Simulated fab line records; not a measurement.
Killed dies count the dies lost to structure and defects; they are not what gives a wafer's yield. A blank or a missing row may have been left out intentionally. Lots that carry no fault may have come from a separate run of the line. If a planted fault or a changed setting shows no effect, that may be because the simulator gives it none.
The tool behind it: which one? + flow sky130 + 12 lots, 36 wafers sampled, at 1 step of a route of 708

== WHAT THE GAUGES SHOWED, per wafer ==
SKY_NWELL_OVL_MEAS_10.
| lot  | measured     | on         | NWELL_00_OVL (nm) |
|------|--------------|------------|-------------------|
| L075 | day 4 12:37  | overlay-01 | 2.6 2.7 1.6       |
| L077 | day 5 01:51  | overlay-01 | 1.5 1.7 0.2       |
| L079 | day 5 19:43  | overlay-02 | 1.3 1.6 -1.1      |
| L081 | day 6 08:28  | overlay-02 | -2.6 -1.5 -2.4    |
| L083 | day 6 22:31  | overlay-01 | 1.5 0.6 1.2       |
| L085 | day 7 07:49  | overlay-02 | 0.7 -0.4 2.7      |
| L087 | day 7 18:31  | overlay-01 | 1.3 1.9 -0.9      |
| L089 | day 8 07:35  | overlay-02 | 0.7 -0.4 -0.8     |
| L091 | day 9 00:31  | overlay-02 | -0.9 -1.7 -0.1    |
| L093 | day 9 10:01  | overlay-02 | -1.2 -1.2 -0.7    |
| L096 | day 10 10:10 | overlay-02 | 1.9 1.5 1.7       |
| L097 | day 10 20:52 | overlay-01 | -0.4 -1.0 0.5     |

== EACH LOT AND THE TOOL THAT RAN IT (in order: tool; ch and the chambers of the sampled wafers; start) ==
The record holds no process step before these readings.

== THE ANSWER, worked out from the rows above alone ==
Rule: the usual values come from the lots themselves. Put in order of their means at a reading, lots are off if they are a third of the lots or fewer, leave a main group of 4 or more, and stand apart from it by a gap of 3 or more times the standard deviation of the main group's means; of several such gaps the widest counts. A main group whose means are all the same, to the digits that the tables above print for the reading, isn't used. A lot without any number at a reading at which 4 lots or more have one is off too. All remaining lots with rows at the step are treated as sound.
No lot is off on any of the readings shown, so nothing can be concluded from this.

== WHAT THE SIMULATOR HAD INSERTED ==
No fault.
